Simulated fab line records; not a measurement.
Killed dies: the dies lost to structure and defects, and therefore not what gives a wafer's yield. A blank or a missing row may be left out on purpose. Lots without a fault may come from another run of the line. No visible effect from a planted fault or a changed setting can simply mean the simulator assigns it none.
Chamber matching	flow sfq line	4 sister chambers for SFQ_TRILAYER_I3_CMP_CMP_082 on cmp-01
The step polishes SiO2. 4 wafers are shown with their chamber, then 8 later ones without.

## EACH WAFER AND ITS CHAMBER
wafer	chamber	motor current A (A)
L898.2	2	9.3
L898.3	1	9.1
L898.4	0	8.6
L900.2	3	10.3

## WAFERS WITHOUT THEIR CHAMBER
wafer	motor current A (A)
L900.5	9.0
L900.6	10.2
L903.2	9.0
L903.3	10.3
L903.5	9.6
L904.2	9.6
L904.4	10.1
L904.6	9.3

## THE CHAMBER EACH PASSED THROUGH
wafer	from the rows above	in truth
L900.5	can't be placed: 1 or 2 or 0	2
L900.6	3	3
L903.2	can't be placed: 1 or 2 or 0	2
L903.3	3	3
L903.5	can't be placed: 2 or 1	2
L904.2	can't be placed: 2 or 1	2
L904.4	3	3
L904.6	can't be placed: 2 or 1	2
Placed correctly: 3 of 8. These rows do not allow placing 5 (true chamber among the candidates in 5). Number placed wrongly: 0.
How it was worked out, from the rows above alone: a wafer's distance from a chamber is the root of the sum, over the readings, of the square of ((its reading less the chamber's mean) divided by the reading's scatter). If the next closest chamber is less than 2 further off than the closest, the wafer can't be placed; otherwise it belongs to the closest. A chamber's mean is the mean of its shown wafers. The scatter (one wafer shown for each chamber): square how far every hidden wafer sits from the nearest shown wafer, average those squares and take the square root.
